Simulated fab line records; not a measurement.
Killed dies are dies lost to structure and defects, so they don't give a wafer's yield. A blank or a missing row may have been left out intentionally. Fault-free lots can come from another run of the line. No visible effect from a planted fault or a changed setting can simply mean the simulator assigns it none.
2 desks, one fault | flow sky130 | what lay behind the numbers comes last; until then each desk has only its own

## FROM THE METROLOGY DESK
What the gauges read for every lot (on any tool): the sampled wafers with a number, averaged. If a lot's mean is further than 4 standard deviations from the usual mean, the lot is out of limits and carries the mark OUT (the distance appears in the brackets).
Columns: A = CAPM_CVD_00_THK at SKY_CAPM_THK_MEAS_01, usual 15.45 nm; B = CAP2M_TIN_RS at SKY_CAP2M_RS_MEAS_03, usual 6.92 ohm/sq
lot  | first seen here | A     | B
L273 | day 36 22:28    | 15.79 | 6.92
L274 | day 37 00:44    | 15.41 | 7.01
L276 | day 37 22:18    | 15.27 | 6.96
L275 | day 37 23:42    | 15.47 | 6.93
L281 | day 39 03:10    | 15.52 | 6.88
L284 | day 40 01:14    | 15.38 | 6.95
L286 | day 40 13:28    | 15.58 | 6.84
L288 | day 41 02:07    | 15.36 | 6.86
L289 | day 41 13:17    | 15.43 | 6.87
L292 | day 42 05:35    | 15.61 | 6.77
L293 | day 42 07:20    | 15.54 | 7.09
L294 | day 42 17:59    | 15.49 | 6.97
Finding of this desk: none of the 12 lots has anything out of limits.

## FOR THE TOOL OWNER'S DESK: pvd-sputter-04
The tool's own readings at SKY_METAL4_SPUTTER_03 (material Ti, target thk 5 nm, time 3.3 s): means of the sampled wafers that have a number, for each lot that ran on this tool. If a lot's mean is further than 4 standard deviations from the usual mean, the lot is out of limits and carries the mark OUT (the distance appears in the brackets).
Columns: A = cathode-dc-power-W at SKY_METAL4_SPUTTER_03, usual 3000.0 W; B = chamber-pressure-pa at SKY_METAL4_SPUTTER_03, usual 0.3999 Pa; C = throttle-valve-pct at SKY_METAL4_SPUTTER_03, usual 30.0 %
lot  | first seen here | A      | B                        | C
L273 | day 40 06:11    | 3000.0 | 0.3993                   | 32.0
L274 | day 40 08:46    | 2999.4 | 0.3998                   | 31.3
L275 | day 41 06:52    | 2999.9 | 0.3992                   | 30.7
L281 | day 42 07:50    | 2999.7 | 0.3032 (-99 or more) OUT | 35.8 (+4.9) OUT
This desk's finding: out of limits on L281; first on L281, day 42 07:50 (chamber-pressure-pa at SKY_METAL4_SPUTTER_03). L273, L274, L275: within limits.

## PUT TOGETHER
The tool owner's desk had the chance to raise an alarm at day 42 07:50 on L281.
At the metrology desk, nothing out of limits was observed.
The metrology desk holds a record of L281, inside its limits.
SKY_METAL4_SPUTTER_03 was run on pvd-sputter-04 by each of the lots named.

## WHAT THE SIMULATOR HAD INSERTED
Drift in process parameters on pvd-sputter-04 at SKY_METAL4_SPUTTER_03, starting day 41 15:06. Setting chamber-pressure-pa, moved by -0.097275, from 0.4. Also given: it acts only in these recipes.
Struck lots among those shown: L281.
Time in hours from fault onset to the first out-of-limits reading at each desk: the tool owner's desk, 17.
